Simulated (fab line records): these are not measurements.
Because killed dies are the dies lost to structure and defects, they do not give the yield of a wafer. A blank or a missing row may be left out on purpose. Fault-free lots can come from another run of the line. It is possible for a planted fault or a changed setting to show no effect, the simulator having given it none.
A struck lot beside a sound one + flow gf180mcu + 14 out of 602 route steps
Sound: the wafers L890.1, L890.5, L890.6. The struck wafers were L892.1, L892.2, L892.4. The cause is named last.
Order at every step that has rows: each side's tool, ch and its chambers, its first start. Under that, the readings that differ: sound wafers + struck wafers + difference of the means + sigmas: that difference in standard deviations of wafers without a fault.
alike: same words and numbers on both sides, and readings whose means sit less than 2 such deviations apart. not compared: any withheld reading, any reading some wafer has no value for, any bound like >300 that may hide the same value, and any number with overlapping values for which the record gives no deviation.
A row with sigmas, a row that says differs or no value, or rows on one side alone: a step with any of these is where the two part. Numbers that don't overlap but have no deviation are shown without sigmas and don't part them. Lack of a reading on every wafer of one side parts them only where that side has two or more wafers.

GF_V4_OVL_MEAS_15:
  sound on overlay-01 at day 27 05:02; struck on overlay-02 at day 27 07:17
  alike: V4_OVL
GF_V4_ETCH_16: etches BARC in N2/H2.
  sound on rie_diel-01 ch 0,2,3, day 27 05:04; struck on rie_diel-01 ch 0,1,2, day 27 07:20
  alike: drypump_motor_current_A, oes_product_au, throttle_valve_pct
then, 1 step without rows for these wafers: GF_V4_ETCH_17 (etches SiO2 in C4F8/O2/Ar, stops on TiN, target depth 630 nm).
GF_V4_STRIP_18: strips in O2/N2.
  sound on plasma_asher-02 ch 0,1, day 27 05:11; struck on plasma_asher-04 ch 0,1, day 27 07:28
  alike: drypump_motor_current_A, heater_power_w, o2_flow_sccm, oes_product_au
  not compared: rf_hours_counter_h
then, 2 steps without rows for these wafers: GF_V4_STRIP_19 (strips in post etch residue remover, time 1200 s); GF_V4_CLEAN_20 (cleans in DIW).
GF_V4_SPUTTER_21: material Ti, target thk 15 nm, time 80.02 s.
  sound on pvd_sputter-02 at day 27 05:44; struck on pvd_sputter-02 at day 27 08:01
  alike: cathode_dc_power_W, chamber_pressure_pa, throttle_valve_pct
then, 1 step without rows for these wafers: GF_V4_SPUTTER_22 (material TiN, target thk 10 nm, time 40 s).
GF_V4_CVD_23: deposits W, target thk 350 nm, time 104.9 s.
  sound on cvd_w-02 ch 0,1, day 27 05:50; struck on cvd_w-01 ch 0,1, day 27 08:07
  alike: chamber_pressure_Torr, heater_power_w
GF_V4_RS_MEAS_24: measurement is done with a four-point probe.
  sound on film_metro-02 at day 27 05:56; struck on film_metro-01 at day 27 08:13
  alike: V4_W_RS
GF_V4_THK_MEAS_25: measures by xrf.
  sound on film_metro-02 at day 27 06:04; struck on film_metro-01 at day 27 08:20
  alike: V4_W_THK
then, 1 step without rows for these wafers: GF_V4_CMP_26 (polishes, stops on SiO2, t overpolish 15 s, target thk 0 nm).
GF_MIM_SPUTTER_00: material Ti, target thk 37.5 nm, time 150 s.
  sound on pvd_sputter-04 at day 27 06:25; struck on pvd_sputter-03 at day 27 08:42
  no value came back on the struck wafers for cathode_dc_power_W (W), chamber_pressure_pa (Pa), throttle_valve_pct (%); on the sound wafers cathode_dc_power_W (W) reads 3999.3 4000.0 3999.7
GF_MIM_SPUTTER_01: material TiN, target thk 30 nm, time 25 s.
  sound on pvd_sputter-04 at day 27 06:31; struck on pvd_sputter-03 at day 27 08:48
  alike: cathode_dc_power_W, chamber_pressure_pa, throttle_valve_pct

## WHERE THEY PART
Only at GF_MIM_SPUTTER_00, as far as this record shows. Later steps at which nothing parts them and some readings are alike: GF_MIM_SPUTTER_01.

WHY: whatever the simulator had introduced
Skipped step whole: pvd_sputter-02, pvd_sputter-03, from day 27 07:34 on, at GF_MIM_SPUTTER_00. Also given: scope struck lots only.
